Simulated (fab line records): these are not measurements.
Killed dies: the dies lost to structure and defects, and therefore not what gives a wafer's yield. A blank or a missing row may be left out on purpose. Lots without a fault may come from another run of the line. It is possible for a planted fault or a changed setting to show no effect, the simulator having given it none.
Comparing a struck lot with a sound one ; flow sky130 ; 35 steps out of a route of 708
Sound: the wafers L997.1, L997.4, L997.6. Struck: wafer L105.3; the same lot's L105.4 was not struck, so it is left out; see the end for the cause.
At each step with rows: each side's tool, then ch and its chambers, then its first start. Under that, the readings that differ: sound wafers ; struck wafers ; difference of the means ; sigmas: that difference in standard deviations of wafers without a fault.
alike: same words and numbers on both sides, and readings whose means sit less than 2 such deviations apart. not compared: any withheld reading, any reading some wafer has no value for, any bound like >300 that may hide the same value, and any number with overlapping values for which the record gives no deviation.
Wherever a step has rows on one side only, a row that says differs or no value, or a row with sigmas, the two part there. Numbers that don't overlap but have no deviation are shown without sigmas and don't part them. Lack of a reading on every wafer of one side parts them only where that side has two or more wafers.

first, 1 step without rows for these wafers: SKY_SD_N_IMPLANT_10.
SKY_SD_N_STRIP_11: strips in O2/N2.
  sound on plasma_asher-02 ch 0,1, day 28 05:04; struck on plasma_asher-01 ch 0, day 31 02:10
reading;sound;struck;difference;sigmas
oes_product_au (a.u.);0.528 0.530 0.530;0.517;-0.012;-3
  alike: drypump_motor_current_A, strip_time_to_endpoint_s
  not compared: rf_hours_counter_h
SKY_SD_N_TW_MEAS_12:
  sound on film_metro-01, day 28 05:10; struck on film_metro-04, day 31 02:14
  alike: SD_N_TW
then, 2 steps without rows for these wafers: SKY_SD_N_CLEAN_13 (cleans in SC1/SC2, time 150 s); SKY_SD_N_RTA_14 (time 2 s).
SKY_SD_N_RS_MEAS_16: the measuring method here is four-point-probe.
  sound on film_metro-01, day 28 05:32; struck on film_metro-01, day 31 02:33
  alike: SD_N_RS
SKY_SD_N_RS_MEAS_17: the measuring method here is four-point-probe.
  sound on film_metro-01, day 28 05:39; struck on film_metro-01, day 31 02:40
  alike: SD_P_RS
SKY_SD_N_RS_MEAS_18: the measuring method here is four-point-probe.
  sound on film_metro-01, day 28 05:46; struck on film_metro-01, day 31 02:47
  alike: RES_XHIGH_RS
then, 2 steps without rows for these wafers: SKY_SALICIDE_CLEAN_00 (cleans in HF-last, time 30 s); SKY_LI_CONTACT_HDPCVD_00 (deposits PSG, target thk 930 nm, time 155 s).
SKY_LI_CONTACT_THK_MEAS_01:
  sound on film_metro-01, day 28 06:02; struck on film_metro-02, day 31 03:01
reading;sound;struck;difference;sigmas
LI_CONTACT_HDPCVD_THK (nm);931 906 918;953;+35;+4
SKY_LI_CONTACT_CMP_02: polishes PSG.
  sound on cmp-02 ch 1,2,3, day 28 06:11; struck on cmp-01 ch 3, day 31 03:03
reading;sound;struck;difference;sigmas
model.PSG_of_LI_CONTACT_HDPCVD_00.thk_nm (nm);597.7 595.8 597.1;655.8;+58.9;
  alike: motor_current_A, slurry_flow_ml_min, time_to_endpoint_s
SKY_LI_CONTACT_BOW_MEAS_03:
  sound on film_metro-01, day 28 06:23; struck on film_metro-04, day 31 03:41
  not compared: hold, LI_CONTACT_BOW
then, 7 steps without rows for these wafers: SKY_LI_CONTACT_HMDS_05 (prime time 60 s); SKY_LI_CONTACT_COAT_06 (resist thk 60 nm); SKY_LI_CONTACT_COAT_07 (resist thk 450 nm); SKY_LI_CONTACT_SOFTBAKE_08 (time 90 s); SKY_LI_CONTACT_EXPOSE_09 (exposes mask LICM1, target cd 170 nm); SKY_LI_CONTACT_PEB_10; SKY_LI_CONTACT_DEVELOP_11 (develop time 60 s).
SKY_LI_CONTACT_CD_MEAS_12: the cd target is 170 nm.
  sound on cd_sem-01, day 29 10:46; struck on cd_sem-02, day 32 06:31
  alike: cd_nm
SKY_LI_CONTACT_OVL_MEAS_13:
  sound on overlay-02, day 29 10:53; struck on overlay-02, day 32 06:36
  alike: LI_CONTACT_OVL
SKY_LI_CONTACT_ETCH_14: etches BARC in N2/H2, stops on SiO2, time 45.9 s, target depth 60 nm.
  sound on rie_diel-02 ch 0,1,3, day 29 10:56; struck on rie_diel-02 ch 0, day 32 06:38
  alike: bias_w, drypump_motor_current_A, oes_product_au, rf_fwd_power_W, throttle_valve_pct
  not compared: rf_hours_counter_h
SKY_LI_CONTACT_ETCH_15: etches PSG in C4F8/O2/Ar, stops on Si, target depth 600 nm.
  sound on rie_diel-02 ch 0,1,3, day 29 10:58; struck on rie_diel-02 ch 0, day 32 06:40
reading;sound;struck;difference;sigmas
oes_product_au (a.u.);0.838 0.836 0.832;0.876;+0.041;+8
model.LI_CONTACT.feature_depth_nm (nm);597.7 595.8 597.1;655.8;+58.9;
model.etch.depth_nm (nm);597.7 595.8 597.1;655.8;+58.9;
  alike: bias_w, rf_fwd_power_W
SKY_LI_CONTACT_STRIP_16: strips in O2/N2.
  sound on plasma_asher-01 ch 0,1, day 29 11:04; struck on plasma_asher-03 ch 0, day 32 06:47
  alike: drypump_motor_current_A, oes_product_au, strip_time_to_endpoint_s
  not compared: rf_hours_counter_h
then, 2 steps without rows for these wafers: SKY_LI_CONTACT_CLEAN_17 (cleans in NMP, time 600 s); SKY_LI_CONTACT_PRE_CLEAN_18 (time 5.6 s).
SKY_LI_CONTACT_SPUTTER_19: material Ti, target thk 20 nm, time 106.37 s.
  sound on pvd_sputter-01, day 29 11:21; struck on pvd_sputter-04, day 32 07:03
  alike: throttle_valve_pct
then, 1 step without rows for these wafers: SKY_LI_CONTACT_SPUTTER_20 (material TiN, target thk 20 nm, time 80 s).
SKY_LI_CONTACT_CVD_21: deposits W, target thk 400 nm, time 120.56 s.
  sound on cvd_w-02 ch 0,1, day 29 11:29; struck on cvd_w-01 ch 0, day 32 07:14
  alike: heater_power_w
SKY_LI_CONTACT_RS_MEAS_22: the measuring method here is four-point-probe.
  sound on film_metro-04, day 29 11:37; struck on film_metro-01, day 32 07:21
reading;sound;struck;difference;sigmas
LI_CONTACT_W_RS (ohm/sq);0.288 0.283 0.291;0.273;-0.014;-3
SKY_LI_CONTACT_THK_MEAS_23: measures by xrf.
  sound on film_metro-04, day 29 11:44; struck on film_metro-01, day 32 07:27
reading;sound;struck;difference;sigmas
LI_CONTACT_W_THK (nm);395 405 394;425;+27;+4
SKY_LI_CONTACT_CMP_24: polishes, stops on PSG, t overpolish 20 s, target thk 0 nm.
  sound on cmp-01 ch 0,1,2, day 29 11:50; struck on cmp-01 ch 1, day 32 07:32
reading;sound;struck;difference;sigmas
slurry_flow_ml_min;150.6 149.3 150.4;148.9;-1.2;-2
model.PSG_of_LI_CONTACT_HDPCVD_00.thk_nm (nm);588.2 586.4 587.6;646.4;+59.0;
  alike: motor_current_A
then, 1 step without rows for these wafers: SKY_LOCAL_INTERCONNECT_SPUTTER_00 (material TiN, target thk 100 nm, time 83.3 s).
-- here the record skips 16 days between the struck wafers' starts before and after, leaving off in module LOCAL_INTERCONNECT and picking up in module PAD_OPEN (first step shown: number 708 of the route) --
SKY_PAD_OPEN_PROBE_99:
  sound on prober-01, day 45 22:55; struck on prober-01, day 48 04:36
reading;sound;struck;difference;sigmas
killed_short;29 40 28;52;+20;+3
model.etest.licon_pdiff.rc_ohm;565 575.5 576.5;630.6;+58.3;
model.etest.licon_ndiff.rc_ohm;175.8 174.7 175.4;201.8;+26.5;
model.etest.cap_li_to_poly.c_af_um2;101.3 97.89 102.8;83.88;-16.78;
model.etest.licon_poly.rc_ohm;149.2 151.7 147.9;158.4;+8.8;
model.etest.cap_li_to_well.c_af_um2;36.88 37 36.63;34.51;-2.33;
  alike: killed_at_M0_to_M3, killed_at_M4_up, killed_at_contacts, killed_at_front_end, killed_at_other, killed_dies, killed_open

== WHERE THEY PART ==
Last at SKY_PAD_OPEN_PROBE_99 as far as this record goes, first at SKY_SD_N_STRIP_11.

WHY: what the simulator had put in
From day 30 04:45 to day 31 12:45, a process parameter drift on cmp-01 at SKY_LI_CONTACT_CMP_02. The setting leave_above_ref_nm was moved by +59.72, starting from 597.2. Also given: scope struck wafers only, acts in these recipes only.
